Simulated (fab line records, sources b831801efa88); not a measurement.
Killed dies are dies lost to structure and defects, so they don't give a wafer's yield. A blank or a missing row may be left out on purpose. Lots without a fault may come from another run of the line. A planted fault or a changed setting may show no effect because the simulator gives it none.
Tool commonality check | flow sky130 | 13 lots, 39 wafers sampled

WHY IT WAS OPENED
At SKY_NWELL_TW_MEAS_15 the reading NWELL_TW is flagged on 1 of 13 lots. Wafers without a fault read 1841, standard deviation 13.
Rule: a lot is flagged when every wafer of it that has a number lies more than 4 standard deviations from that mean, or none has a number. The other lots count as sound.

lot  | measured     | on            | NWELL_TW, wafer by wafer | flag
L374 | day 5 14:59  | film_metro-01 | 1833 1843 1826           |
L377 | day 5 17:38  | film_metro-01 | 1832 1835 1830           |
L380 | day 6 04:45  | film_metro-01 | 1854 1838 1843           |
L382 | day 6 14:23  | film_metro-02 | 1831 1838 1840           |
L384 | day 7 01:20  | film_metro-02 | 1833 1835 1843           |
L385 | day 7 08:26  | film_metro-02 | 1839 1839 1847           |
L387 | day 7 18:01  | film_metro-01 | 1838 1840 1830           |
L388 | day 8 02:18  | film_metro-02 | 1867 1866 1861           |
L389 | day 8 05:56  | film_metro-01 | 31 31 31                 | FLAGGED
L394 | day 9 14:53  | film_metro-02 | 1842 1842 1849           |
L395 | day 9 16:52  | film_metro-02 | 1841 1834 1841           |
L396 | day 10 01:44 | film_metro-01 | 1855 1858 1850           |
L397 | day 10 04:50 | film_metro-03 | 1821 1820 1815           |
The numbers of the flagged lots are 31 on average: -1810 against the usual, or -99 or more standard deviations.

WHICH TOOL RAN EACH LOT
The record holds 1 process step before the reading, out of a route of 708 steps. In each cell: the tool, then ch and the chambers that the sampled wafers went through, then the start.
lot  | flag    | SKY_NWELL_EXPOSE_07
L374 |         | iline_stepper-01 ch 0, day 5 05:49
L377 |         | iline_stepper-01 ch 0, day 5 08:22
L380 |         | iline_stepper-02 ch 0, day 5 18:11
L382 |         | iline_stepper-01 ch 0, day 6 05:07
L384 |         | iline_stepper-01 ch 0, day 6 15:20
L385 |         | iline_stepper-01 ch 0, day 6 22:02
L387 |         | iline_stepper-01 ch 0, day 7 06:44
L388 |         | iline_stepper-02 ch 0, day 7 15:04
L389 | FLAGGED | iline_stepper-02 ch 0, day 7 18:55
L394 |         | iline_stepper-02 ch 0, day 9 03:49
L395 |         | iline_stepper-02 ch 0, day 9 05:33
L396 |         | iline_stepper-02 ch 0, day 9 14:30
L397 |         | iline_stepper-02 ch 0, day 9 17:17
What these steps do:
- SKY_NWELL_EXPOSE_07: exposes mask NWM, target cd 840 nm.
- SKY_NWELL_TW_MEAS_15

FLAGGED OVER TOTAL, TOOL BY TOOL (the gauges that took the reading come last)
step                 | tool             | lots run | flagged | share of the flagged lots | sound lots run after its first flagged lot
SKY_NWELL_EXPOSE_07  | iline_stepper-01 | 6        | 0       | none                      | -
SKY_NWELL_EXPOSE_07  | iline_stepper-02 | 7        | 1       | all                       | 4 (L394,L395,L396,L397)
SKY_NWELL_TW_MEAS_15 | film_metro-01    | 6        | 1       | all                       | 1 (L396)
SKY_NWELL_TW_MEAS_15 | film_metro-02    | 6        | 0       | none                      | -
SKY_NWELL_TW_MEAS_15 | film_metro-03    | 1        | 0       | none                      | -

WHAT THE TABLE ALLOWS
2 rows of the table ran every flagged lot: iline_stepper-02 at SKY_NWELL_EXPOSE_07, film_metro-01 at SKY_NWELL_TW_MEAS_15.
- iline_stepper-02 at SKY_NWELL_EXPOSE_07: 1 of its 7 lots flagged. Sound lots ran on it after the first flagged one (L394, L395, L396, L397), which a lasting fault on the whole tool wouldn't allow.
- film_metro-01 at SKY_NWELL_TW_MEAS_15: 1 of its 6 lots flagged. Sound lots ran on it after the first flagged one (L396), which a lasting fault on the whole tool wouldn't allow.
No row of the table ran every flagged lot and no sound lot after the first.

WHAT THE SIMULATOR HAD PUT IN
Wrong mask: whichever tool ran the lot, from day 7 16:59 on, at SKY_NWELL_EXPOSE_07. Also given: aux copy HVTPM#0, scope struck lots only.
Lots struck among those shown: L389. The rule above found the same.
